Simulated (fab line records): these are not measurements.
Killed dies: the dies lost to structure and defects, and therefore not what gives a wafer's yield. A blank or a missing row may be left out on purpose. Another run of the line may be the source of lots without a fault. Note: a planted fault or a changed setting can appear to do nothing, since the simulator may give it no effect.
Code-filled problem report in 8D (eight disciplines) form    flow sky130    the parts of the form that need people (team, actions taken, sign-off) are left out

## 1. WHAT IS WRONG
run_length_s at SKY_METAL2_DEHYDRATE_07 reads a mean of 85.27 s on 6 wafers of 2 lots; wafers without a fault read 89.22 s with a standard deviation of 0.14. Relative to the usual mean, that is a shift of -28 standard deviations.
The step: time 60 s.
Earliest sighting: wafer L421.1 on litho_track-03 at day 35 03:06. Wafers with a number at this step in the record: 36, from 12 lots. By rule, "out" or "out of limits" means more than 4 standard deviations away from the usual mean. The rest of the wafers with a number are treated as sound.

## 2. WHAT IT IS, AND WHAT IT ISN'T
question                     is                                  is not
which readings at this step  run_length_s, heater_power_total_W  -
which lots                   L421, L422                          L418, L419, L420, L423, L426, L430, L431, L432, L434, L438
which wafers of those lots   all that have a number              -
read on which tools          litho_track-03                      litho_track-02
when                         from day 35 03:06                   up to then (9 sound wafers); but 21 sound wafers of L423, L426, L430, L431, L432, L434, L438 came after

## 3. WHAT RULES OUT EACH SUSPECT
Counting: a tool at any process step up to the reading remains a suspect when it ran all the lots that are out and ran no sound lot after the first of those.
- plasma_asher-04 at SKY_METAL1_STRIP_20 (strips in O2/N2): ruled out as a lasting fault. After its first lot that is out, L421 (day 33 11:25), sound lots L423, L426, L432 ran on it.
- litho_track-03 at SKY_METAL2_DEHYDRATE_07 (time 60 s): ruled out as a lasting fault. After its first lot that is out, L421 (day 35 03:06), sound lots L430, L431, L434, L438 ran on it.
Left after counting: nothing in the record.

## 4. THE CAUSE (what the simulator had put in)
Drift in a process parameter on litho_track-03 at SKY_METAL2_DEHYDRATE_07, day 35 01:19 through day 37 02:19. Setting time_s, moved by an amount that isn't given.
Counting ruled it out, wrongly.

## 5. THE CHAIN OF EFFECTS, in route order
Each row: a reading whose mean over the struck wafers that have a number lies more than 3 standard deviations from the usual. Only readings whose record carries a usual standard deviation are examined. hours: median over the lots of the time between each lot's start at the first step of this table that gives one and its start at this step. sigmas: the change, counted in usual standard deviations.
hours  step                     reading               usual     on struck wafers  change  sigmas
0      SKY_METAL2_DEHYDRATE_07  heater_power_total_W  160.38 W  163.73            +3.35   +26
0      SKY_METAL2_DEHYDRATE_07  run_length_s          89.22 s   85.27             -3.95   -28
Here are the process steps it includes:
- SKY_METAL2_DEHYDRATE_07: time 60 s.
Later steps that measure or inspect, where all struck wafers having a row at the step show a number for every such reading and not one has moved that far: SKY_VIA2_BOW_MEAS_03.

## 6. HOW IT WOULD HAVE BEEN CAUGHT EARLIER
In this record no reading fell out of limits until day 35 03:06, 2 hours after the fault had begun at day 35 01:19.
